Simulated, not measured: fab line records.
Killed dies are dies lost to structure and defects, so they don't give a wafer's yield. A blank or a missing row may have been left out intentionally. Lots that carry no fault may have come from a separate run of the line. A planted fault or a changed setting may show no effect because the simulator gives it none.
Which of the tools did it? -- flow gf180mcu -- 11 lots with 33 wafers sampled at 3 steps, on a route of 602 steps

WHAT THE GAUGES SHOWED, per wafer
GF_VT_IMPLANT_TW_MEAS_21.
lot,measured,on,VT_IMPLANT_2_TW
L966,day 6 15:17,film-metro-01,1213 1219 1217
L967,day 6 20:30,film-metro-02,1221 1212 1224
L971,day 8 02:37,film-metro-04,1205 1199 1200
L973,day 8 12:55,film-metro-04,1146 1147 1139 1146 1143 1144
L975,day 9 03:29,film-metro-01,1149 1147 1154 1151 1151 1149
L977,day 9 13:43,film-metro-01,1152 1157 1149 1148 1151 1156
L980,day 10 08:04,film-metro-01,1219 1211 1221
L983,day 11 02:37,film-metro-02,1222 1215 1214
L984,day 11 09:32,film-metro-02,1213 1218 1213
L987,day 12 03:27,film-metro-02,1227 1224 1223
L988,day 12 08:52,film-metro-04,1215 1216 1216

WHAT TOOL EACH LOT RAN ON (gives the tool, then ch and the chambers of the sampled wafers, and finally the start)
lot,GF_VT_IMPLANT_STRIP_09,GF_VT_IMPLANT_IMPLANT_19
L966,"plasma-asher-03 ch 0,1, day 5 23:13","implanter-03 ch 0, day 6 15:02"
L967,"plasma-asher-02 ch 0,1, day 6 04:15","implanter-01 ch 0, day 6 20:17"
L971,"plasma-asher-02 ch 0,1, day 7 10:08","implanter-01 ch 0, day 8 02:24"
L973,"plasma-asher-03 ch 0,1, day 7 20:28","implanter-01 ch 0, day 8 12:40"
L975,"plasma-asher-03 ch 0,1, day 8 09:35","implanter-01 ch 0, day 9 03:17"
L977,"plasma-asher-01 ch 0,1, day 8 19:33","implanter-01 ch 0, day 9 13:28"
L980,"plasma-asher-02 ch 0,1, day 9 13:38","implanter-04 ch 0, day 10 07:51"
L983,"plasma-asher-01 ch 1, day 10 08:15","implanter-04 ch 0, day 11 02:22"
L984,"plasma-asher-01 ch 0,1, day 10 15:05","implanter-03 ch 0, day 11 09:20"
L987,"plasma-asher-02 ch 0,1, day 11 08:53","implanter-04 ch 0, day 12 03:14"
L988,"plasma-asher-02 ch 0,1, day 11 13:13","implanter-04 ch 0, day 12 08:38"
- GF_VT_IMPLANT_STRIP_09: strips in O2/N2.
- GF_VT_IMPLANT_IMPLANT_19

WHAT THE TOOLS THEMSELVES READ (means of the sampled wafers that have a number; where no wafer has one, the mark that the record gives instead)
GF_VT_IMPLANT_STRIP_09.
lot,tool,chamber-pressure-mTorr (mTorr),drypump-motor-current-A (A),heater-power-w (W),oes-product-au (a.u.),strip-time-to-endpoint-s (s)
L966,plasma-asher-03,1500.2,5.67,381,0.713,12.63
L967,plasma-asher-02,1500.4,5.78,323,0.718,12.62
L971,plasma-asher-02,1502.2,5.74,319,0.716,12.65
L973,plasma-asher-03,1500.8,5.65,372,0.712,12.57
L975,plasma-asher-03,1499.4,5.65,377,0.717,12.66
L977,plasma-asher-01,1499.9,6.04,331,0.719,12.67
L980,plasma-asher-02,1499.0,5.73,323,0.715,12.65
L983,plasma-asher-01,1498.2,6.26,353,0.719,12.63
L984,plasma-asher-01,1500.6,5.78,306,0.713,12.62
L987,plasma-asher-02,1499.6,5.74,318,0.714,12.59
L988,plasma-asher-02,1500.6,5.78,324,0.719,12.61

GF_VT_IMPLANT_IMPLANT_19.
lot,tool,beam-energy-keV,dose-ions-cm2
L966,implanter-03,99.99,4.35e+12
L967,implanter-01,99.98,4.35e+12
L971,implanter-01,100.02,4.35e+12
L973,implanter-01,83.45,4.35e+12
L975,implanter-01,83.41,4.34e+12
L977,implanter-01,83.46,4.35e+12
L980,implanter-04,100.01,4.34e+12
L983,implanter-04,100.07,4.35e+12
L984,implanter-03,100.02,4.35e+12
L987,implanter-04,100.00,4.34e+12
L988,implanter-04,100.02,4.35e+12

THE ANSWER, worked out from the rows above alone
Rule: the usual values come from the lots themselves. Put in order of their means at a reading, lots are off if they are a third of the lots or fewer, leave a main group of 4 or more, and stand apart from it by a gap of 3 or more times the standard deviation of the main group's means; of several such gaps the widest counts. A main group is skipped when, at the precision printed for the reading in the tables above, its means are all equal. A lot without any number at a reading at which 4 lots or more have one is off too. The other lots that the step has rows for count as sound. The gauges are gone through in route order, then the tools' own readings, and for those a lot's mean is taken as printed above. At the first step where some lot is off, the reading lying furthest off is the one used; lots without a number count as furthest.
Off: L973, L975, L977, seen at GF_VT_IMPLANT_TW_MEAS_21 (VT_IMPLANT_2_TW). Mean 1216 and standard deviation 6.1 in the main group.
If a tool, at a process step before that reading, ran all the lots that are off and no sound lot after the first of them, it fits. The gauges at GF_VT_IMPLANT_TW_MEAS_21 aren't tried: what is off there is off at GF_VT_IMPLANT_IMPLANT_19 too, on other tools, and a gauge's error can't cause that. One fits: GF_VT_IMPLANT_IMPLANT_19 on implanter-01. A fault onset in the window from L971 (day 8 02:24, its last sound lot) to L973 (day 8 12:40, its first lot off) fits.
The tool's own readings at GF_VT_IMPLANT_IMPLANT_19 bear it out: on the lots that are off they differ by more than 5 times the standard deviation of the sound lots' means. beam-energy-keV reads 83.44 there against 100.01 on the sound lots.

WHAT THE SIMULATOR HAD PUT IN
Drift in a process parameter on implanter-01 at GF_VT_IMPLANT_IMPLANT_19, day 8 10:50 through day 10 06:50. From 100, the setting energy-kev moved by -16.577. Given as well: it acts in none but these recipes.
Struck lots among those shown: L973, L975, L977. The rule above reached the same finding.
